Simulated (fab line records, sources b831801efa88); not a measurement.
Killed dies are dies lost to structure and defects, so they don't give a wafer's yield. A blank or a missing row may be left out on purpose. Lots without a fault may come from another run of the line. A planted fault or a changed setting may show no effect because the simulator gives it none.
A struck lot beside a sound one | flow gf180mcu | 14 steps out of a route of 602
Sound: wafers L361.1, L361.2, L361.4. Struck: wafers L378.1, L378.4, L378.5. The cause comes at the end.
At each step with rows: each side's tool, then ch and its chambers, then its first start. Under that, the readings that differ: sound wafers | struck wafers | difference of the means | sigmas: that difference in standard deviations of wafers without a fault.
alike: readings whose means differ by less than 2 such deviations, and words and numbers that are the same on both sides. not compared: withheld readings, readings that some wafer has no value for, bounds like >300 that may hide the same value, and numbers for which the record gives no deviation and whose values overlap.
The two part at a step that has a row with sigmas, a row that says differs or no value, or rows on one side only. Numbers that don't overlap but have no deviation are shown without sigmas and don't part them. A reading that every wafer of one side lacks parts them only if that side has two wafers or more.

first, 2 steps without rows for these wafers: GF_M5_CLEAN_13 (cleans in DIW); GF_V5_CVD_00 (deposits SiO2, target thk 300 nm, time 50 s).
GF_V5_THK_MEAS_01:
  sound on film_metro-04, day 26 22:50; struck on film_metro-03, day 32 08:14
  alike: V5_CVD_00_THK
GF_V5_CVD_02: deposits SiO2 from TEOS, target thk 1450 nm, time 163.28 s.
  sound on pecvd-02 ch 0,2, day 26 22:54; struck on pecvd-03 ch 0,1,2, day 32 08:17
  alike: heater_power_w
GF_V5_THK_MEAS_03:
  sound on film_metro-01, day 26 23:01; struck on film_metro-01, day 32 08:23
  alike: V5_CVD_02_THK
GF_V5_CMP_04: polishes SiO2.
  sound on cmp-02 ch 1,2,3, day 26 23:04; struck on cmp-02 ch 2,3, day 32 08:27
  alike: motor_current_A, platen_rpm, slurry_flow_ml_min
GF_V5_BOW_MEAS_05:
  sound on film_metro-04, day 26 23:22; struck on film_metro-03, day 32 08:45
  alike: V5_BOW
then, 5 steps without rows for these wafers: GF_V5_DEHYDRATE_06 (time 60 s); GF_V5_HMDS_07 (prime time 60 s); GF_V5_COAT_08; GF_V5_COAT_09 (resist thk 1000 nm); GF_V5_SOFTBAKE_10 (time 60 s).
GF_V5_EXPOSE_11: exposes mask Via5, target cd 260 nm.
  sound on krf_scanner-02 ch 0, day 27 10:00; struck on krf_scanner-02, day 32 16:35
  no value came back on the struck wafers for exposure_dose_mJ_cm2, focus_offset_nm (nm); on the sound wafers exposure_dose_mJ_cm2 reads 38.01 38.03 38.01
  alike: mask
then, 1 step without rows for these wafers: GF_V5_PEB_12 (peb time 90 s).

WHERE THEY PART
Only at GF_V5_EXPOSE_11, within this record.

WHY: what the simulator had put in
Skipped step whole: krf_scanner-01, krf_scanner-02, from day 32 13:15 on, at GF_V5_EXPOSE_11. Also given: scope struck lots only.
